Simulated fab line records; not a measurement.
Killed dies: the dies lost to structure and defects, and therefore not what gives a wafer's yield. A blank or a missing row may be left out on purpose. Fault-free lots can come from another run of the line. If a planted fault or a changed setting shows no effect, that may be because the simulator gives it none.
A struck lot beside a sound one	flow gf180mcu	36 steps out of a route of 602
Sound: wafers L175.2, L175.3, L175.5. Struck: wafer L195.4 (L195.1, L195.6, from the same lot, were not struck and are left out); the cause is given at the end.
Order at every step that has rows: each side's tool, ch and its chambers, its first start. Under that, the readings that differ: sound wafers	struck wafers	difference of the means	sigmas: that difference in standard deviations of wafers without a fault.
alike: words and numbers the same on both sides, and readings whose means are apart by under 2 such deviations; not compared: readings that were withheld, readings missing a value for some wafer, numbers with overlapping values and no deviation given by the record, and bounds like >300 which may hide the same value.
Wherever a step has rows on one side only, a row that says differs or no value, or a row with sigmas, the two part there. Numbers that have no deviation but don't overlap get no sigmas and don't part them. A reading missing from all wafers of one side parts the sides only when that side holds two or more wafers.

first, 2 steps without rows for these wafers: GF_M4_PEB_12 (peb time 90 s); GF_M4_DEVELOP_13 (develop time 60 s).
GF_M4_CD_MEAS_14: the cd target is 280 nm.
  sound: cd-sem-02 at day 23 08:37; struck: cd-sem-01 at day 29 20:56
  alike: cd-nm
GF_M4_OVL_MEAS_15:
  sound: overlay-02 at day 23 08:43; struck: overlay-01 at day 29 21:04
  alike: M4_OVL
GF_M4_METAL_ETCH_16: etches the open film in Cl2/BCl3, stops on SiO2, target depth 750.8 nm, time 125.1 s.
  sound on rie-metal-03 ch 0,1, day 23 08:45; struck on rie-metal-04 ch 0, day 29 21:06
reading	sound	struck	difference	sigmas
throttle-valve-pct (%)	28.235 28.229 28.228	28.260	+0.029	+3
  alike: bcl3-flow-sccm, chamber-pressure-mTorr, drypump-motor-current-A, oes-product-au, rf-fwd-power-W
  not compared: rf-hours-counter-h
GF_M4_STRIP_17: strips in O2/N2.
  sound on plasma-asher-03 ch 1, day 23 08:53; struck on plasma-asher-03 ch 0, day 29 21:14
  alike: chamber-pressure-mTorr, drypump-motor-current-A, heater-power-w, oes-product-au, strip-time-to-endpoint-s
  not compared: rf-hours-counter-h
then, 3 steps without rows for these wafers: GF_M4_STRIP_18 (strips in post etch residue remover, time 1200 s); GF_M4_CLEAN_19 (cleans in DIW); GF_V4_CVD_00 (deposits SiO2, target thk 600 nm, time 100 s).
GF_V4_THK_MEAS_01:
  sound: film-metro-03 at day 23 09:30; struck: film-metro-02 at day 29 21:51
  alike: V4_CVD_00_THK
then, 1 step without rows for these wafers: GF_V4_CVD_02 (deposits SiO2 from TEOS, target thk 850 nm, time 94.851 s).
GF_V4_THK_MEAS_03:
  sound: film-metro-04 at day 23 09:38; struck: film-metro-02 at day 29 21:59
reading	sound	struck	difference	sigmas
V4_CVD_02_THK (nm)	840 848 855	872	+24	+2
GF_V4_CMP_04: polishes SiO2.
  sound on cmp-01 ch 0,1,3, day 23 09:52; struck on cmp-02 ch 3, day 29 22:02
reading	sound	struck	difference	sigmas
model.SiO2_of_V4_CVD_02.thk-nm (nm)	632.8 634.3 632.8	695.7	+62.4	
  alike: edge-zone-pressure-frac, motor-current-A, time-to-endpoint-s
GF_V4_BOW_MEAS_05:
  sound: film-metro-03 at day 23 10:05; struck: film-metro-02 at day 29 22:20
  alike: V4_BOW
then, 8 steps without rows for these wafers: GF_V4_DEHYDRATE_06 (time 60 s); GF_V4_HMDS_07 (prime time 60 s); GF_V4_COAT_08; GF_V4_COAT_09 (resist thk 1000 nm); GF_V4_SOFTBAKE_10 (time 60 s); GF_V4_EXPOSE_11 (exposes mask Via4, target cd 260 nm); GF_V4_PEB_12 (peb time 90 s); GF_V4_DEVELOP_13 (develop time 60 s).
GF_V4_CD_MEAS_14: the cd target is 260 nm.
  sound: cd-sem-02 at day 24 08:31; struck: cd-sem-02 at day 30 16:39
  alike: cd-nm
GF_V4_OVL_MEAS_15:
  sound: overlay-01 at day 24 08:38; struck: overlay-01 at day 30 16:46
  alike: V4_OVL
GF_V4_ETCH_16: etches BARC in N2/H2.
  sound on rie-diel-01 ch 0,2,3, day 24 08:40; struck on rie-diel-03 ch 1, day 30 16:49
reading	sound	struck	difference	sigmas
rf-fwd-power-W (W)	495.0 496.7 496.7	490.9	-5.2	-2
  alike: chamber-pressure-mTorr, drypump-motor-current-A, oes-product-au, throttle-valve-pct
GF_V4_ETCH_17: etches SiO2 in C4F8/O2/Ar, stops on TiN, target depth 630 nm.
  sound: rie-diel-01 ch 0,2,3; struck: rie-diel-03 ch 1
reading	sound	struck	difference	sigmas
oes-product-au (a.u.)	0.861 0.859 0.854	0.905	+0.047	+9
rf-fwd-power-W (W)	1481 1496 1490	1475	-14	-3
model.V4.feature-depth-nm (nm)	632.8 634.3 632.8	695.7	+62.4	
model.etch.depth-nm (nm)	632.8 634.3 632.8	695.7	+62.4	
  alike: chamber-pressure-mTorr
GF_V4_STRIP_18: strips in O2/N2.
  sound on plasma-asher-01 ch 0,1, day 24 08:47; struck on plasma-asher-04 ch 0, day 30 16:56
  alike: chamber-pressure-mTorr, drypump-motor-current-A, heater-power-w, oes-product-au
  not compared: rf-hours-counter-h
then, 3 steps without rows for these wafers: GF_V4_STRIP_19 (strips in post etch residue remover, time 1200 s); GF_V4_CLEAN_20 (cleans in DIW); GF_V4_SPUTTER_21 (material Ti, target thk 15 nm, time 80.02 s).
GF_V4_SPUTTER_22: material TiN, target thk 10 nm, time 40 s.
  sound: pvd-sputter-04 at day 24 09:43; struck: pvd-sputter-04 at day 30 17:32
  alike: throttle-valve-pct
then, 1 step without rows for these wafers: GF_V4_CVD_23 (deposits W, target thk 350 nm, time 104.9 s).
GF_V4_RS_MEAS_24: uses a four-point probe to measure.
  sound: film-metro-03 at day 24 09:53; struck: film-metro-03 at day 30 17:41
  alike: V4_W_RS
GF_V4_THK_MEAS_25: measures by xrf.
  sound: film-metro-03 at day 24 10:00; struck: film-metro-03 at day 30 17:48
  alike: V4_W_THK
GF_V4_CMP_26: polishes, stops on SiO2, t overpolish 15 s, target thk 0 nm.
  sound on cmp-01 ch 0,3, day 24 10:03; struck on cmp-02 ch 1, day 30 17:55
reading	sound	struck	difference	sigmas
model.SiO2_of_V4_CVD_02.thk-nm (nm)	629.1 630.5 629	691.9	+62.4	
  alike: edge-zone-pressure-frac, motor-current-A
then, 1 step without rows for these wafers: GF_MIM_SPUTTER_00 (material Ti, target thk 37.5 nm, time 150 s).

== WHERE THEY PART ==
At GF_M4_METAL_ETCH_16 first; at GF_V4_ETCH_17 last (within this record only). Later steps at which nothing parts them and some readings are alike: GF_V4_STRIP_18, GF_V4_SPUTTER_22, GF_V4_RS_MEAS_24, GF_V4_THK_MEAS_25, GF_V4_CMP_26.

WHY: whatever the simulator had introduced
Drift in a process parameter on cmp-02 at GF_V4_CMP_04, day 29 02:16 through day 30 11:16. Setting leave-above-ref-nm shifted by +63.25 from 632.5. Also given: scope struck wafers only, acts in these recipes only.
